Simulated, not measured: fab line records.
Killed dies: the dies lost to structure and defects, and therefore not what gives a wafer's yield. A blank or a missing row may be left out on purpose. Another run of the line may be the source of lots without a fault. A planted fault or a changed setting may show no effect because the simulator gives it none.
A lot that was struck, set against a sound lot | flow sky130 | 15 out of 708 route steps
Sound: the wafers L567.1, L567.2, L567.4. Struck: wafer L573.6. (L573.2, L573.3 of the same lot were not struck and are left out.) The cause comes at the end.
At each step with rows: each side's tool, then ch and its chambers, then its first start. Under that, the readings that differ: sound wafers | struck wafers | difference of the means | sigmas: that difference in standard deviations of wafers without a fault.
alike: words and numbers the same on both sides, and readings whose means are apart by under 2 such deviations; not compared: readings that were withheld, readings missing a value for some wafer, numbers with overlapping values and no deviation given by the record, and bounds like >300 which may hide the same value.
Wherever a step has rows on one side only, a row that says differs or no value, or a row with sigmas, the two part there. When numbers do not overlap yet have no deviation, they are printed without sigmas and do not part them. Lack of a reading on every wafer of one side parts them only where that side has two or more wafers.

SKY_CONTACT_ETCH_16: etches BARC in N2/H2, stops on SiO2, time 45.9 s, target depth 60 nm.
  sound on rie-diel-04 ch 0,1,2, day 32 18:10; struck on rie-diel-04 ch 2, day 34 20:49
  alike: drypump-motor-current-A, oes-product-au, throttle-valve-pct
  not compared: rf-hours-counter-h
then, 1 step without rows for these wafers: SKY_CONTACT_ETCH_17 (etches SiO2 in C4F8/O2/Ar, stops on Si3N4, target depth 340 nm).
SKY_CONTACT_ETCH_18: etches Si3N4 in CHF3/O2, stops on TiN, time 39 s, target depth 75 nm.
  sound on rie-diel-04 ch 0,1,2; struck on rie-diel-04 ch 2
  reading               | sound             | struck | difference | sigmas
  oes-product-au (a.u.) | 0.858 0.847 0.864 | 0.873  | +0.017     | +2
  alike: drypump-motor-current-A, throttle-valve-pct
  not compared: rf-hours-counter-h
SKY_CONTACT_STRIP_19: strips in O2/N2.
  sound on plasma-asher-03 ch 0,1, day 32 18:19; struck on plasma-asher-02 ch 1, day 34 20:58
  reading               | sound             | struck | difference | sigmas
  oes-product-au (a.u.) | 0.373 0.380 0.377 | 0.387  | +0.010     | +2
  alike: drypump-motor-current-A, strip-time-to-endpoint-s
  not compared: rf-hours-counter-h
then, 3 steps without rows for these wafers: SKY_CONTACT_STRIP_20 (strips in post etch residue remover, time 1200 s); SKY_CONTACT_CLEAN_21 (cleans in IPA, time 180 s); SKY_CONTACT_CLEAN_22 (cleans in O3/DIW).
SKY_CONTACT_SPUTTER_23: material TiN, target thk 20 nm, time 80 s.
  sound on pvd-sputter-04 at day 32 18:54; struck on pvd-sputter-04 at day 34 21:35
  alike: chamber-pressure-pa, throttle-valve-pct
then, 1 step without rows for these wafers: SKY_CONTACT_CVD_24 (deposits W, target thk 340 nm, time 102.12 s).
SKY_CONTACT_RS_MEAS_25: measurement is done with a four-point probe.
  sound on film-metro-01 at day 32 19:04; struck on film-metro-02 at day 34 21:46
  alike: CONTACT_W_RS
SKY_CONTACT_THK_MEAS_26: measures by xrf.
  sound on film-metro-01 at day 32 19:11; struck on film-metro-02 at day 34 21:53
  alike: CONTACT_W_THK
then, 1 step without rows for these wafers: SKY_CONTACT_CMP_27 (polishes, stops on SiO2, t overpolish 15 s, target thk 0 nm).
SKY_METAL1_SPUTTER_00: material Ti, target thk 15 nm, time 10 s.
  sound on pvd-sputter-02 at day 32 19:33; struck on pvd-sputter-02 at day 34 22:14
  reading                                   | sound             | struck | difference | sigmas
  model.Ti_of_METAL1_SPUTTER_00.thk-nm (nm) | 15.02 14.94 14.91 | 20.82  | +5.86      |
  alike: chamber-pressure-pa, throttle-valve-pct
SKY_METAL1_SPUTTER_01: material TiN, target thk 20 nm, time 16.7 s.
  sound on pvd-sputter-02 at day 32 19:34; struck on pvd-sputter-02 at day 34 22:15
  alike: chamber-pressure-pa, throttle-valve-pct
-- the record jumps here: 13 days lie between the struck wafers' starts before and after (it left off in module METAL1 and takes up again in module PAD_OPEN, whose first step shown is number 708 of the route) --
SKY_PAD_OPEN_PROBE_99:
  sound on prober-01 at day 46 14:43; struck on prober-01 at day 48 02:49
  reading     | sound    | struck | difference | sigmas
  killed-open | 38 40 43 | 54     | +14        | +2
  alike: defect-limited-yield, killed_at_M0_to_M3, killed_at_M4_up, killed-at-contacts, killed-at-front-end, killed-at-other, killed-dies, killed-short, sort_bin_3_pad_short, sort_bin_5_function, sort_bin_6_memory, sort-n-pass, sort-yield-pct

== WHERE THEY PART ==
Last at SKY_PAD_OPEN_PROBE_99 as far as this record goes, first at SKY_CONTACT_ETCH_18.

WHY: what had been put in by the simulator
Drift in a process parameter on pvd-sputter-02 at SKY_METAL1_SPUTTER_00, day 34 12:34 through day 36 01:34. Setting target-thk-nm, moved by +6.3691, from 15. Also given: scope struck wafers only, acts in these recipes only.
